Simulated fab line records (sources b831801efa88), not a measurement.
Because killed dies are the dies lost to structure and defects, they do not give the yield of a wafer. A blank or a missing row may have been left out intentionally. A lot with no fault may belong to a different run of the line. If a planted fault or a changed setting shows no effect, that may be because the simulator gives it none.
8D (eight disciplines) problem report, filled in by code || flow sky130 || the parts of the form that need people (team, actions taken, sign-off) are left out

## 1. WHAT WENT WRONG
Across 6 wafers from 2 lots, SONOS_ONO_OXIDATION_THK at SKY_SONOS_ONO_THK_MEAS_01 averages 3.42 nm, while fault-free wafers read 2.62 nm with a standard deviation of 0.056. Relative to the usual mean, that is a shift of +14 standard deviations.
The first sign was on wafer L750.1 at day 16 06:56, on film-metro-04. At this step, 42 wafers from 14 lots have a number in the record. By rule, "out" or "out of limits" means more than 4 standard deviations away from the usual mean. The other wafers with a number count as sound.

## 2. WHAT IT IS, WHAT IT ISN'T
{"question": "which readings at this step", "is": "SONOS_ONO_OXIDATION_THK", "is not": "-"}
{"question": "which lots", "is": "L750, L753", "is not": "L736, L737, L740, L741, L742, L743, L744, L745, L748, L751, L752, L754"}
{"question": "which wafers of those lots", "is": "all that have a number", "is not": "-"}
{"question": "read on which gauges", "is": "film-metro-02, film-metro-04", "is not": "film-metro-01"}
{"question": "when", "is": "from day 16 06:56", "is not": "up to then (27 sound wafers); but 9 sound wafers of L751, L752, L754 came after"}

## 3. WHAT RULES OUT EACH SUSPECT
Counting: a tool at any process step up to the reading remains a suspect when it ran all the lots that are out and ran no sound lot after the first of those.
- the gauge at SKY_SONOS_ONO_THK_MEAS_01 is ruled out. The wafers that are out were read on 2 gauges (film-metro-02, film-metro-04).
- furnace-01 at SKY_SONOS_ONO_OXIDATION_00 (stabilise 600 s, purge 300 s, target thk 2.6 nm): kept. Every lot that is out went through it, starting with L750 (day 16 05:35), and after that it ran no sound lot; the last sound lot it ran before then is L748 (day 15 07:08). Its own spike-tc-bottom-C, spike-tc-centre-C, spike-tc-lower-C, spike-tc-top-C, spike-tc-upper-C, tube-center-temp-C, tube_center_temp_C_max, zone-power-lower-pct readings are out on those wafers.
The count leaves furnace-01 at SKY_SONOS_ONO_OXIDATION_00.

## 4. THE CAUSE (what the simulator had put in)
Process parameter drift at SKY_SONOS_ONO_OXIDATION_00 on furnace-01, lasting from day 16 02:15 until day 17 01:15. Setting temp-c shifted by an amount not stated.
Only this tool survived the counting.

## 5. SEQUENCE OF EFFECTS, ordered by route
Rows list readings where the struck wafers' mean (over those with a number) sits beyond 3 standard deviations from the usual. Scope: only readings with a usual standard deviation given in the record; hours: median across lots of the time from each lot's start at the first step in this table that gives one to its start at this step; sigmas: change in usual standard deviations.
{"hours": 0, "step": "SKY_SONOS_ONO_OXIDATION_00", "reading": "spike-tc-bottom-C", "usual": "817.9 C", "on struck wafers": 836.8, "change": "+18.9", "sigmas": "+15"}
{"hours": 0, "step": "SKY_SONOS_ONO_OXIDATION_00", "reading": "spike-tc-centre-C", "usual": "801.1 C", "on struck wafers": 822.0, "change": "+20.9", "sigmas": "+17"}
{"hours": 0, "step": "SKY_SONOS_ONO_OXIDATION_00", "reading": "spike-tc-lower-C", "usual": "800.3 C", "on struck wafers": 820.8, "change": "+20.5", "sigmas": "+19"}
{"hours": 0, "step": "SKY_SONOS_ONO_OXIDATION_00", "reading": "spike-tc-top-C", "usual": "815.1 C", "on struck wafers": 836.4, "change": "+21.3", "sigmas": "+8.5"}
{"hours": 0, "step": "SKY_SONOS_ONO_OXIDATION_00", "reading": "spike-tc-upper-C", "usual": "800.5 C", "on struck wafers": 820.3, "change": "+19.8", "sigmas": "+20"}
{"hours": 0, "step": "SKY_SONOS_ONO_OXIDATION_00", "reading": "tube-center-temp-C", "usual": "800 C", "on struck wafers": 820, "change": "+20", "sigmas": "+99 or more"}
{"hours": 0, "step": "SKY_SONOS_ONO_OXIDATION_00", "reading": "tube_center_temp_C_max", "usual": 802.1, "on struck wafers": 821.9, "change": "+19.8", "sigmas": "+57"}
{"hours": 0, "step": "SKY_SONOS_ONO_OXIDATION_00", "reading": "zone-power-lower-pct", "usual": "13.39 %", "on struck wafers": 14.14, "change": "+0.75", "sigmas": "+5.7"}
{"hours": 1, "step": "SKY_SONOS_ONO_THK_MEAS_01", "reading": "SONOS_ONO_OXIDATION_THK", "usual": "2.62 nm", "on struck wafers": 3.42, "change": "+0.80", "sigmas": "+14"}
The process steps in it:
- SKY_SONOS_ONO_OXIDATION_00: stabilise 600 s, purge 300 s, target thk 2.6 nm.

## 6. HOW IT WOULD HAVE BEEN CAUGHT EARLIER
The first out-of-limits reading at a measuring or inspecting step in this record came at day 16 06:56, 5 hours after the fault's start at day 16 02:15.
The tool's own readings at SKY_SONOS_ONO_OXIDATION_00 were out on every struck wafer that the step has a row for (spike-tc-bottom-C, spike-tc-centre-C, spike-tc-lower-C, spike-tc-top-C, spike-tc-upper-C, tube-center-temp-C, tube_center_temp_C_max, zone-power-lower-pct): an alarm limit on them would have fired on the first of those.
Of the lots that are out (2), L753 began SKY_SONOS_ONO_OXIDATION_00 on furnace-01 after day 16 06:56. It would have been spared by a hold on the tool at that moment.
